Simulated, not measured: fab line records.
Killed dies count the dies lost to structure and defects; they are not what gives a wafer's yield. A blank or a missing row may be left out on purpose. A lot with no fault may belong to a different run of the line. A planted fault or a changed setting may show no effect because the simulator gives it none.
fab line records	flow sky130
record lots=7	wafers=21	last_day=50
route steps=708 shown FIELD_ISO@4 PAD_OPEN@708
lots untouched by any fault: they come from a run of this same line in which no faults occurred
start_h: hours from the record's first day to the start of the lot's first wafer shown	wait_h: hours since the lot's step before	" repeats the value in the row above	L1.1+2: a single row standing in for several wafers	- no value, or no start given	* or withheld: withheld	< > ~ a bound
route shown NAME@n: names a module that has steps shown in the file, with the first one's number in the route	usual: mean/standard deviation taken from wafers without a fault	same: alike in all rows	chamber/n: place in a boat	sites: per-site readings	_std_site: the standard deviation of these	_edge_site: inner sites' mean taken away from outer sites' mean	radius_mm: for every site, how far away it sits from the centre of the wafer	mask NAME#n: copy n	behind: the most recent tool/chamber to have shaped the wafer	hold: why the lot was held/for how many hours/how that ended	device: names the non-switching transistor (n, p or np)	end of line: tests run on the same wafers once the route is complete	a step with no rows: only its recipe	killed: dies that structure and defects cost at the first sort, which is not the same as the wafer's yield	map: the dies of a wafer, with x for killed, . for not killed, _ for no die there
set.NAME: the setting the step ran with; set.NAME@STEP: the setting that earlier step ran with	model.NAME: the simulator's own value behind a step, which no gauge read
a table for each step, a row for each wafer; lots at some steps of the route
services: the hour from which a tool's chamber was out of use, counted from the record's first day as start_h (under 0 if before that day), plus the number of hours and why
## steps
# step SKY_FIELD_ISO_CVD_03
# recipe material=Si3N4	precursor=DCS/NH3	target_thk_nm=165	temp_c=770	time_s=2830	pressure_mtorr=250
# step SKY_FIELD_ISO_THK_MEAS_04
# recipe reads=Si3N4_of_FIELD_ISO_CVD_03
# usual FIELD_ISO_CVD_03_THK=164.7/1.5
lot.wafer	tool	chamber	start_h	wait_h	FIELD_ISO_CVD_03_THK[nm]
L743.2	film_metro-03	-	36.41	0.0	165.5
L743.3	"	-	"	"	166.0
L743.4	"	-	"	"	165.5
L750.2	film_metro-02	-	69.95	0.0	165.6
L750.3	"	-	"	"	165.1
L750.6	"	-	"	"	165.8
L755.2	film_metro-04	-	94.85	0.0	165.5
L755.3	"	-	"	"	165.1
L755.6	"	-	"	"	164.1
L756.1	film_metro-04	-	103.26	0.0	164.3
L756.4	"	-	"	"	164.0
L756.6	"	-	"	"	164.2
L757.3	film_metro-03	-	108.68	0.0	164.9
L757.5	"	-	"	"	164.5
L757.6	"	-	"	"	166.1
L758.1	film_metro-03	-	110.44	0.0	167.0
L758.2	"	-	"	"	168.2
L758.5	"	-	"	"	168.1
L762.2	film_metro-02	-	129.98	0.0	165.8
L762.3	"	-	"	"	164.0
L762.5	"	-	"	"	165.3
# step SKY_FIELD_ISO_DEHYDRATE_05
# recipe temp_c=200	time_s=60
# step SKY_FIELD_ISO_HMDS_06
# recipe prime_time_s=60	prime_temp_c=120
# step SKY_FIELD_ISO_COAT_07
# recipe resist=BARC	temp_c=withheld	time_s=withheld	spin_rpm=3000	resist_thk_nm=60
# step SKY_FIELD_ISO_COAT_08
# recipe resist=KrF-thick	spin_rpm=3000	resist_thk_nm=450
# step SKY_FIELD_ISO_SOFTBAKE_09
# recipe temp_c=100	time_s=90	resist=KrF-thick
# step SKY_FIELD_ISO_EXPOSE_10
# recipe mask_id=FOM	na=0.68	source_shape=annular	sigma_inner=0.4	sigma_outer=0.8	target_cd_nm=150	dose_mj=28
# step SKY_FIELD_ISO_PEB_11
# recipe peb_temp_c=withheld	peb_time_s=withheld	resist=KrF-thick
# step SKY_FIELD_ISO_DEVELOP_12
# recipe develop_time_s=60	resist=KrF-thick	dev_temp_c=21
# step SKY_FIELD_ISO_CD_MEAS_13
# recipe target_cd_nm=150
# usual cd_nm=150.1/1.6
lot.wafer	tool	chamber	start_h	wait_h	cd_nm
L743.2	cd_sem-02	-	51.32	-	148.8
L743.3	"	-	"	"	151.4
L743.4	"	-	"	"	150.2
L750.2	cd_sem-02	-	86.47	-	152.0
L750.3	"	-	"	"	151.7
L750.6	"	-	"	"	153.0
L755.2	cd_sem-01	-	111.47	-	148.1
L755.3	"	-	"	"	149.1
L755.6	"	-	"	"	147.3
L756.1	cd_sem-01	-	121.80	-	147.9
L756.4	"	-	"	"	149.2
L756.6	"	-	"	"	147.8
L757.3	cd_sem-01	-	127.44	-	150.3
L757.5	"	-	"	"	150.7
L757.6	"	-	"	"	149.3
L758.1	cd_sem-01	-	129.75	-	151.1
L758.2	"	-	"	"	150.9
L758.5	"	-	"	"	149.7
L762.2	cd_sem-01	-	148.80	-	147.8
L762.3	"	-	"	"	147.5
L762.5	"	-	"	"	146.8
# step SKY_FIELD_ISO_ETCH_14
# recipe chemistry=N2/H2	target=BARC	ion_energy_ev=200	source_w=500	bias_w=100	pressure_mtorr=30	n2_flow_sccm=100	h2_flow_sccm=200	stop_on=SiO2	time_s=45.9	target_depth_a=600
# usual bias_w=100.0/0.31	chamber_pressure_mTorr=30.002/0.029	drypump_motor_current_A=5.6/0.44	oes_product_au=0.854/0.0048	throttle_valve_pct=13.226/0.0086
lot.wafer	tool	chamber	start_h	wait_h	bias_w	chamber_pressure_mTorr	drypump_motor_current_A	oes_product_au	rf_hours_counter_h	throttle_valve_pct
L743.2	rie_diel-03	0	51.42	0.1	100.2	29.935	5.7	0.854	10	13.229
L743.3	"	1	"	"	100.0	30.052	5.0	0.844	114	13.224
L743.4	"	3	"	"	100.2	30.035	6.2	0.859	89	13.212
L750.2	rie_diel-04	2	86.57	0.1	99.5	30.010	6.1	0.845	49	13.236
L750.3	"	3	"	"	99.6	29.988	5.4	0.849	13	13.225
L750.6	"	0	"	"	100.0	30.045	6.0	0.848	-	13.218
L755.2	rie_diel-01	1	111.57	0.1	100.0	30.003	5.1	0.851	1	13.223
L755.3	"	0	"	"	99.8	29.990	5.9	0.859	1	13.230
L755.6	"	3	"	"	99.6	30.024	5.3	0.851	-	13.235
L756.1	rie_diel-01	1	121.92	0.1	100.1	29.956	5.1	0.861	1	13.239
L756.4	"	0	"	"	100.1	30.025	5.8	0.852	2	13.216
L756.6	"	3	"	"	100.2	29.952	5.3	0.854	-	13.219
L757.3	rie_diel-03	3	127.52	0.1	100.4	29.998	6.2	0.852	91	13.240
L757.5	"	3	"	"	99.6	29.947	6.2	0.856	-	13.238
L757.6	"	0	"	"	99.4	29.962	5.7	0.853	-	13.232
L758.1	rie_diel-01	3	129.87	0.1	99.9	30.019	5.3	0.857	13	13.212
L758.2	"	0	"	"	99.8	30.003	5.9	0.854	2	13.210
L758.5	"	0	"	"	99.8	29.999	5.9	0.852	-	13.224
L762.2	rie_diel-01	3	148.90	0.1	100.1	29.987	5.3	0.858	14	13.234
L762.3	"	1	"	"	100.4	29.992	5.1	0.852	1	13.244
L762.5	"	1	"	"	100.7	30.032	5.0	0.852	-	13.215
# step SKY_FIELD_ISO_ETCH_15
# recipe chemistry=CHF3/O2	target_depth_nm=180	stop_on=Si	source_w=600	bias_w=200	pressure_mtorr=40	chf3_flow_sccm=50	O2_flow_sccm=5	time_s=72
# usual O2_flow_sccm=5.000/0.014	bias_w=200.0/0.61	drypump_motor_current_A=5.6/0.44	oes_product_au=0.945/0.007	throttle_valve_pct=8.844/0.0085
lot.wafer	tool	chamber	start_h	wait_h	O2_flow_sccm	bias_w	drypump_motor_current_A	oes_product_au	rf_hours_counter_h	throttle_valve_pct	model.KrF-thick_of_FIELD_ISO_COAT_08.thk_nm	model.FIELD_ISO.cd_nm
L743.2	rie_diel-03	0	51.46	0.0	4.998	200.8	5.7	0.943	10	8.821	235.1	151.1
L743.3	"	1	"	"	4.996	199.4	4.9	0.947	114	8.845	233.6	152.4
L743.4	"	3	"	"	4.998	201.6	6.2	0.952	89	8.850	232.7	151
L750.2	rie_diel-04	2	86.61	0.0	4.983	199.4	6.2	0.948	49	8.841	233.9	153.1
L750.3	"	3	"	"	5.017	199.6	5.4	0.948	13	8.830	242.8	151.6
L750.6	"	0	"	"	5.005	201.1	6.0	0.947	-	8.848	235.1	151.5
L755.2	rie_diel-01	1	111.61	0.0	-	-	-	-	-	-	392.5	148.1
L755.3	"	0	"	"	-	-	-	-	-	-	391.3	150
L755.6	"	3	"	"	-	-	-	-	-	-	391.8	147.6
L756.1	rie_diel-01	1	121.96	0.0	-	-	-	-	-	-	394.2	147.2
L756.4	"	0	"	"	-	-	-	-	-	-	395.4	151
L756.6	"	3	"	"	-	-	-	-	-	-	394.4	148.1
L757.3	rie_diel-03	3	127.56	0.0	-	-	-	-	-	-	387.8	151.8
L757.5	"	3	"	"	-	-	-	-	-	-	388.2	151.5
L757.6	"	0	"	"	-	-	-	-	-	-	387.6	148.8
L758.1	rie_diel-01	3	129.91	0.0	5.017	198.7	5.3	0.953	13	8.849	237.9	150.8
L758.2	"	0	"	"	5.000	200.7	5.9	0.957	2	8.856	239	147.7
L758.5	"	0	"	"	4.997	199.4	5.8	0.954	-	8.848	237.8	147.6
L762.2	rie_diel-01	3	148.94	0.0	5.015	200.3	5.3	0.949	14	8.851	234.4	146.5
L762.3	"	1	"	"	5.019	199.1	5.0	0.942	1	8.843	244.5	147.1
L762.5	"	1	"	"	5.012	199.4	5.0	0.949	-	8.845	245.1	146.6
# step SKY_FIELD_ISO_STRIP_16
# recipe chemistry=O2/N2	power_w=1400	pressure_mtorr=1500	platen_temp_c=withheld	o2_flow_sccm=3000	n2_flow_sccm=300	overash_fraction=0.5
# usual drypump_motor_current_A=5.7/0.42	oes_product_au=0.378/0.0047	strip_time_to_endpoint_s=3.56/0.053
lot.wafer	tool	chamber	start_h	wait_h	drypump_motor_current_A	oes_product_au	rf_hours_counter_h	strip_time_to_endpoint_s
L743.2	plasma_asher-01	1	51.52	0.0	5.3	0.375	24	3.54
L743.3	"	1	"	"	5.3	0.371	-	3.52
L743.4	"	0	"	"	6.0	0.376	-	3.50
L750.2	plasma_asher-01	1	86.67	0.0	5.3	0.376	27	3.51
L750.3	"	1	"	"	5.3	0.378	-	3.61
L750.6	"	1	"	"	5.3	0.374	-	3.52
L755.2	plasma_asher-01	1	111.67	0.0	5.3	0.457	30	5.19
L755.3	"	0	"	"	6.0	0.442	-	5.18
L755.6	"	0	"	"	6.0	0.438	-	5.19
L756.1	plasma_asher-02	0	122.02	0.0	5.7	0.441	48	5.23
L756.4	"	1	"	"	5.3	0.444	-	5.22
L756.6	"	1	"	"	5.3	0.441	-	5.19
L757.3	plasma_asher-04	0	127.65	0.1	6.0	0.448	-	5.16
L757.5	"	1	"	"	6.5	0.445	-	5.17
L757.6	"	0	"	"	6.0	0.446	-	5.17
L758.1	plasma_asher-01	0	129.97	0.0	6.0	0.376	32	3.56
L758.2	"	1	"	"	5.3	0.378	32	3.58
L758.5	"	1	"	"	5.3	0.377	-	3.57
L762.2	plasma_asher-04	0	148.99	0.0	6.0	0.379	3	3.54
L762.3	"	1	"	"	6.5	0.383	-	3.62
L762.5	"	1	"	"	6.5	0.381	-	3.64
# step SKY_FIELD_ISO_ETCH_17
# recipe target_depth_a=3420	mask_material=Si3N4	chemistry=HBr/Cl2/O2	target=Si	taper_deg=5	icp_w=600	bias_w=150	pressure_mtorr=15	HBr_flow_sccm=150	Cl2_flow_sccm=40	O2_flow_sccm=6	time_s=97.7
# usual HBr_flow_sccm=150.0/0.45	O2_flow_sccm=5.998/0.019	drypump_motor_current_A=5.6/0.38	oes_product_au=0.997/0.011	throttle_valve_pct=25.659/0.01
lot.wafer	tool	chamber	start_h	wait_h	HBr_flow_sccm	O2_flow_sccm	drypump_motor_current_A	oes_product_au	rf_hours_counter_h	throttle_valve_pct	model.FIELD_ISO.cd_nm
L743.2	rie_si-01	2	51.62	0.1	150.9	5.993	5.1	0.979	3	25.658	151.2
L743.3	"	0	"	"	150.0	5.997	5.5	0.994	17	25.670	152.5
L743.4	"	1	"	"	149.9	6.007	5.0	1.020	3	25.663	151
L750.2	rie_si-01	3	86.77	0.1	149.5	6.001	5.6	0.992	81	25.647	153.1
L750.3	"	0	"	"	149.9	5.999	5.5	0.988	17	25.660	151.5
L750.6	"	1	"	"	149.7	5.957	5.0	1.015	-	25.664	151.3
L755.2	rie_si-02	3	111.77	0.1	149.8	5.968	6.4	0.993	30	25.670	148
L755.3	"	0	"	"	150.2	5.987	5.8	0.985	28	25.657	149.9
L755.6	"	0	"	"	150.3	6.002	5.8	0.988	-	25.670	147.5
L756.1	rie_si-02	3	122.12	0.1	149.7	5.975	6.3	0.983	30	25.660	147.1
L756.4	"	1	"	"	150.3	5.983	5.6	1.015	86	25.646	150.8
L756.6	"	2	"	"	150.3	5.994	5.6	0.984	-	25.677	148.4
L757.3	rie_si-01	1	127.72	0.0	150.1	6.030	5.0	1.021	3	25.640	151.8
L757.5	"	2	"	"	150.3	6.053	5.2	0.997	-	25.654	151.6
L757.6	"	1	"	"	150.5	6.039	5.0	1.019	-	25.649	148.6
L758.1	rie_si-02	2	130.07	0.1	150.3	5.988	5.7	0.988	76	25.658	151.1
L758.2	"	3	"	"	150.2	5.978	6.3	0.988	30	25.666	147.6
L758.5	"	1	"	"	149.9	5.962	5.7	1.009	-	25.660	147.6
L762.2	rie_si-01	2	149.09	0.1	149.7	5.990	5.2	0.985	4	25.666	146.3
L762.3	"	1	"	"	150.8	6.010	5.0	1.009	4	25.645	147
L762.5	"	3	"	"	149.2	5.970	5.6	1.002	-	25.666	146.5
# step SKY_FIELD_ISO_WET_ETCH_18
# recipe chemistry=H3PO4	target_depth_nm=25	temp_c=160	target=Si3N4	time_s=286
# step SKY_PAD_OPEN_PROBE_99
# usual killed_at_M0_to_M3=43/6.5	killed_at_M4_up=3.3/2	killed_at_contacts=24/5.2	killed_at_front_end=16/4.2	killed_at_other=0.3/0.6	killed_dies=87/9.3	killed_on_rim=18/4.2	killed_open=47/7.8	killed_short=39/6.2
# same gross_dies=492	killed_at_back_side=0
lot.wafer	tool	chamber	start_h	wait_h	hold	killed_at_M0_to_M3	killed_at_M4_up	killed_at_contacts	killed_at_front_end	killed_at_other	killed_dies	killed_on_rim	killed_open	killed_short
L743.2	prober-02	-	1105.63	0.1	-	41	1	29	14	0	85	21	52	33
L743.3	prober-02	-	1105.68	0.2	-	53	3	26	15	0	97	15	56	40
L743.4	prober-02	-	1105.73	0.2	-	40	6	19	12	0	77	12	49	28
L750.2	prober-02	-	1138.64	0.1	-	35	2	26	10	0	73	17	35	38
L750.3	prober-02	-	1138.69	0.2	-	43	6	19	22	0	90	12	48	42
L750.6	prober-02	-	1138.84	0.2	-	45	1	27	15	1	89	13	54	35
L755.2	prober-01	-	1160.65	0.1	await_dispo/5.7h/scrap	46	4	24	417	1	492	96	47	39
L755.3	prober-01	-	1160.70	0.2	await_dispo/5.7h/scrap	47	7	27	411	0	492	96	50	44
L755.6	prober-01	-	1160.85	0.2	await_dispo/5.7h/scrap	47	3	28	414	0	492	96	54	40
L756.1	prober-02	-	1177.52	0.1	await_dispo/6.6h/scrap	42	2	25	422	1	492	96	50	36
L756.4	prober-02	-	1177.67	0.2	await_dispo/6.6h/scrap	55	5	18	414	0	492	96	44	46
L756.6	prober-02	-	1177.77	0.2	await_dispo/6.6h/scrap	38	10	31	413	0	492	96	53	42
L757.3	prober-01	-	1177.97	0.2	await_dispo/2.3h/scrap	48	5	30	409	0	492	96	60	40
L757.5	prober-01	-	1178.07	0.2	await_dispo/2.3h/scrap	40	4	32	415	1	492	96	58	33
L757.6	prober-01	-	1178.12	0.2	await_dispo/2.3h/scrap	46	1	34	411	0	492	96	44	46
L758.1	prober-02	-	1180.40	0.1	-	45	2	21	13	0	81	5	43	36
L758.2	prober-02	-	1180.45	0.1	-	47	4	32	15	2	100	24	51	46
L758.5	prober-02	-	1180.60	0.2	-	33	7	24	15	0	79	18	39	40
L762.2	prober-02	-	1193.14	0.1	-	41	2	36	18	0	97	22	57	40
L762.3	prober-02	-	1193.19	0.2	-	45	4	17	20	0	86	17	47	39
L762.5	prober-02	-	1193.29	0.2	-	48	2	25	15	0	90	16	55	35
# killed by level:class
L743.2 CONTACT:geometric_particle:open=12 VIA3:geometric_particle:open=11 LI_CONTACT:geometric_particle:open=7 VIA1:geometric_particle:open=7 VIA2:geometric_particle:short=6 CONTACT:geometric_particle:short=5 VIA2:geometric_particle:open=4 FIELD_ISO:geometric_particle:open=3
L743.3 CONTACT:geometric_particle:open=12 VIA1:geometric_particle:open=12 VIA2:geometric_particle:open=10 METAL2:geometric_particle:short=7 METAL1:geometric_particle:short=6 FIELD_ISO:geometric_particle:open=4 LI_CONTACT:geometric_particle:open=4 CONTACT:geometric_particle:short=4
L743.4 VIA1:geometric_particle:open=8 VIA3:geometric_particle:open=8 CONTACT:geometric_particle:open=7 LI_CONTACT:geometric_particle:open=6 VIA2:geometric_particle:open=5 FIELD_ISO:geometric_particle:open=4 METAL1:geometric_particle:short=4 POLY_GATE:geometric_particle:short=3
L750.2 CONTACT:geometric_particle:open=10 METAL2:geometric_particle:short=7 FIELD_ISO:geometric_particle:short=7 LI_CONTACT:geometric_particle:open=6 VIA1:geometric_particle:short=6 VIA2:geometric_particle:open=6 VIA1:geometric_particle:open=5 LI_CONTACT:geometric_particle:short=4
L750.3 VIA1:geometric_particle:open=17 POLY_GATE:geometric_particle:short=8 LI_CONTACT:geometric_particle:open=8 METAL2:geometric_particle:short=7 FIELD_ISO:geometric_particle:short=4 CONTACT:geometric_particle:short=4 VIA2:geometric_particle:open=4 METAL1:geometric_particle:short=4
L750.6 VIA1:geometric_particle:open=10 LI_CONTACT:geometric_particle:open=8 VIA3:geometric_particle:open=8 CONTACT:geometric_particle:open=7 CONTACT:geometric_particle:short=5 SPACER:geometric_particle:open=4 VIA3:geometric_particle:short=4 METAL1:geometric_particle:open=4
L755.2 FIELD_ISO:area_etch=406 VIA1:geometric_particle:open=16 METAL2:geometric_particle:short=12 LI_CONTACT:geometric_particle:open=8 CONTACT:geometric_particle:open=8 FIELD_ISO:geometric_particle:open=5 CONTACT:geometric_particle:short=5 METAL1:geometric_particle:short=5
L755.3 FIELD_ISO:area_etch=398 CONTACT:geometric_particle:open=11 METAL1:geometric_particle:short=9 VIA1:geometric_particle:open=9 METAL2:geometric_particle:short=9 LI_CONTACT:geometric_particle:short=5 LI_CONTACT:geometric_particle:open=5 LOCAL_INTERCONNECT:geometric_particle:short=5
L755.6 FIELD_ISO:area_etch=398 CONTACT:geometric_particle:open=14 VIA1:geometric_particle:open=8 VIA2:geometric_particle:open=7 VIA1:geometric_particle:short=7 LI_CONTACT:geometric_particle:open=6 VIA3:geometric_particle:open=6 VIA2:geometric_particle:short=6
L756.1 FIELD_ISO:area_etch=406 VIA1:geometric_particle:open=10 VIA3:geometric_particle:open=8 CONTACT:geometric_particle:open=7 CONTACT:geometric_particle:short=7 LI_CONTACT:geometric_particle:open=6 VIA1:geometric_particle:short=6 FIELD_ISO:geometric_particle:open=5
L756.4 FIELD_ISO:area_etch=402 METAL2:geometric_particle:short=11 VIA1:geometric_particle:open=9 VIA2:geometric_particle:open=9 METAL1:geometric_particle:short=7 VIA1:geometric_particle:short=6 FIELD_ISO:geometric_particle:open=5 LOCAL_INTERCONNECT:geometric_particle:short=5
L756.6 FIELD_ISO:area_etch=395 VIA1:geometric_particle:open=15 CONTACT:geometric_particle:open=10 LI_CONTACT:geometric_particle:open=9 METAL4:geometric_particle:short=8 POLY_GATE:geometric_particle:short=5 CONTACT:geometric_particle:short=5 POLY_GATE:geometric_particle:open=4
L757.3 FIELD_ISO:area_etch=392 VIA1:geometric_particle:open=15 LI_CONTACT:geometric_particle:open=12 CONTACT:geometric_particle:open=10 METAL1:geometric_particle:short=7 VIA3:geometric_particle:open=6 FIELD_ISO:geometric_particle:open=5 FIELD_ISO:geometric_particle:short=5
L757.5 FIELD_ISO:area_etch=401 CONTACT:geometric_particle:open=20 VIA1:geometric_particle:open=12 POLY_GATE:geometric_particle:short=6 VIA3:geometric_particle:open=6 LI_CONTACT:geometric_particle:open=5 METAL3:geometric_particle:short=5 METAL3:geometric_particle:open=4
L757.6 FIELD_ISO:area_etch=402 CONTACT:geometric_particle:open=12 LI_CONTACT:geometric_particle:open=9 METAL2:geometric_particle:short=8 VIA1:geometric_particle:open=8 CONTACT:geometric_particle:short=7 VIA1:geometric_particle:short=6 VIA3:geometric_particle:open=6
L758.1 VIA1:geometric_particle:open=7 LI_CONTACT:geometric_particle:open=7 VIA3:geometric_particle:open=7 METAL2:geometric_particle:short=6 CONTACT:geometric_particle:open=5 METAL1:geometric_particle:short=5 VIA1:geometric_particle:short=5 FIELD_ISO:geometric_particle:open=4
L758.2 VIA1:geometric_particle:open=11 LI_CONTACT:geometric_particle:open=9 CONTACT:geometric_particle:open=9 VIA3:geometric_particle:open=7 CONTACT:geometric_particle:short=6 METAL1:geometric_particle:short=6 LOCAL_INTERCONNECT:geometric_particle:short=5 VIA2:geometric_particle:open=4
L758.5 VIA1:geometric_particle:open=8 VIA3:geometric_particle:open=7 LI_CONTACT:geometric_particle:open=6 CONTACT:geometric_particle:open=6 METAL1:geometric_particle:short=6 METAL4:geometric_particle:short=6 LOCAL_INTERCONNECT:geometric_particle:short=5 FIELD_ISO:geometric_particle:short=4
L762.2 LI_CONTACT:geometric_particle:open=13 CONTACT:geometric_particle:open=12 LOCAL_INTERCONNECT:geometric_particle:short=7 METAL1:geometric_particle:short=7 FIELD_ISO:geometric_particle:open=6 METAL2:geometric_particle:open=5 VIA3:geometric_particle:open=5 FIELD_ISO:geometric_particle:short=4
L762.3 VIA1:geometric_particle:open=9 CONTACT:geometric_particle:open=7 VIA1:geometric_particle:short=7 VIA2:geometric_particle:open=6 VIA3:geometric_particle:open=6 FIELD_ISO:geometric_particle:short=5 FIELD_ISO:geometric_particle:open=5 POLY_GATE:geometric_particle:open=5
L762.5 CONTACT:geometric_particle:open=12 VIA3:geometric_particle:open=9 VIA1:geometric_particle:open=8 FIELD_ISO:geometric_particle:open=6 LI_CONTACT:geometric_particle:open=6 VIA1:geometric_particle:short=6 VIA2:geometric_particle:open=6 METAL1:geometric_particle:short=5
# map L755.2 (x killed, . not)
__________xxxxxxxxxx_________
________xxxxxxxxxxxxxx_______
______xxxxxxxxxxxxxxxxxx_____
_____xxxxxxxxxxxxxxxxxxxx____
____xxxxxxxxxxxxxxxxxxxxxx___
___xxxxxxxxxxxxxxxxxxxxxxxx__
__xxxxxxxxxxxxxxxxxxxxxxxxxx_
_xxxxxxxxxxxxxxxxxxxxxxxxxxxx
_xxxxxxxxxxxxxxxxxxxxxxxxxxxx
_xxxxxxxxxxxxxxxxxxxxxxxxxxxx
_xxxxxxxxxxxxxxxxxxxxxxxxxxxx
_xxxxxxxxxxxxxxxxxxxxxxxxxxxx
_xxxxxxxxxxxxxxxxxxxxxxxxxxxx
_xxxxxxxxxxxxxxxxxxxxxxxxxxxx
_xxxxxxxxxxxxxxxxxxxxxxxxxxxx
__xxxxxxxxxxxxxxxxxxxxxxxxxx_
___xxxxxxxxxxxxxxxxxxxxxxxx__
____xxxxxxxxxxxxxxxxxxxxxx___
_____xxxxxxxxxxxxxxxxxxxx____
______xxxxxxxxxxxxxxxxxx_____
________xxxxxxxxxxxxxx_______
__________xxxxxxxxxx_________
# map L756.1 (x killed, . not)
__________xxxxxxxxxx_________
________xxxxxxxxxxxxxx_______
______xxxxxxxxxxxxxxxxxx_____
_____xxxxxxxxxxxxxxxxxxxx____
____xxxxxxxxxxxxxxxxxxxxxx___
___xxxxxxxxxxxxxxxxxxxxxxxx__
__xxxxxxxxxxxxxxxxxxxxxxxxxx_
_xxxxxxxxxxxxxxxxxxxxxxxxxxxx
_xxxxxxxxxxxxxxxxxxxxxxxxxxxx
_xxxxxxxxxxxxxxxxxxxxxxxxxxxx
_xxxxxxxxxxxxxxxxxxxxxxxxxxxx
_xxxxxxxxxxxxxxxxxxxxxxxxxxxx
_xxxxxxxxxxxxxxxxxxxxxxxxxxxx
_xxxxxxxxxxxxxxxxxxxxxxxxxxxx
_xxxxxxxxxxxxxxxxxxxxxxxxxxxx
__xxxxxxxxxxxxxxxxxxxxxxxxxx_
___xxxxxxxxxxxxxxxxxxxxxxxx__
____xxxxxxxxxxxxxxxxxxxxxx___
_____xxxxxxxxxxxxxxxxxxxx____
______xxxxxxxxxxxxxxxxxx_____
________xxxxxxxxxxxxxx_______
__________xxxxxxxxxx_________
## services
tool	chamber	start_h	hours	kind
rie_diel-01	0	30.40	-	clean
rie_diel-01	0	30.40	20.0	scheduled_down
rie_diel-01	0	30.40	20.0	vent_cycle
rie_diel-01	1	50.40	-	clean
rie_diel-01	1	50.40	21.7	scheduled_down
rie_diel-01	1	50.40	21.7	vent_cycle
rie_diel-04	-	63.77	0.6	repair
plasma_asher-04	-	68.97	10.0	repair
rie_diel-01	2	72.13	-	clean
rie_diel-01	2	72.13	14.8	scheduled_down
rie_diel-01	2	72.13	14.8	vent_cycle
rie_diel-03	3	73.71	3.1	repair
rie_diel-01	2	96.37	9.3	repair
rie_diel-03	0	101.60	3.5	repair
plasma_asher-04	-	108.75	9.0	pm
plasma_asher-04	0	108.75	9.0	vent_cycle
plasma_asher-04	1	108.75	9.0	vent_cycle
plasma_asher-04	0	117.75	-	clean
plasma_asher-04	1	117.75	-	clean
rie_diel-01	-	119.06	2.8	pm
rie_si-02	-	126.42	2.8	pm
rie_diel-04	3	136.92	5.3	repair
rie_diel-01	2	143.77	10.0	repair
## key
first_sign step=SKY_FIELD_ISO_ETCH_15	reading=tool_record	direction=missing
effect step=SKY_FIELD_ISO_STRIP_16	reading=strip_time_to_endpoint_s	direction=up	sigmas=30	usual=*	struck=*
effect step=SKY_PAD_OPEN_PROBE_99	reading=killed_at_front_end	direction=up	sigmas=94	usual=16	struck=414
model_effect step=SKY_FIELD_ISO_ETCH_15	value=KrF-thick_of_FIELD_ISO_COAT_08.thk_nm	without=235.6	struck=391.5
model_effect step=SKY_FIELD_ISO_ETCH_17	value=FIELD_ISO.cd_nm	without=148.6	struck=149.3
more_kills_born_at SKY_FIELD_ISO_ETCH_15@rie_diel-01=2405	SKY_FIELD_ISO_ETCH_15@rie_diel-03=1195
met_at SKY_FIELD_ISO_ETCH_15
struck_wafers L755.2,L755.3,L755.6,L756.1,L756.4,L756.6,L757.3,L757.5,L757.6
later_rows_left_out L755.2,L755.3,L755.6,L756.1,L756.4,L756.6,L757.3,L757.5,L757.6
tester_left_out L755,L756,L757
onset_between 51.46 111.61
fault kind=skipped_step_whole	tool=rie_diel-01,rie_diel-03	chamber=-	onset_h=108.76	steps=SKY_FIELD_ISO_ETCH_15	scope=struck_lots_only
# tester_left_out: of these lots the tester's yield and bins aren't shown, on N5 and GAA mostly nor the transistor test; their killed dies are dies lost to structure and defects alone, not to doping, threshold or leakage, so they don't give the yield
# later_rows_left_out: the simulator's readings of these wafers behind a module that went badly wrong aren't trusted and aren't shown, but for the sort
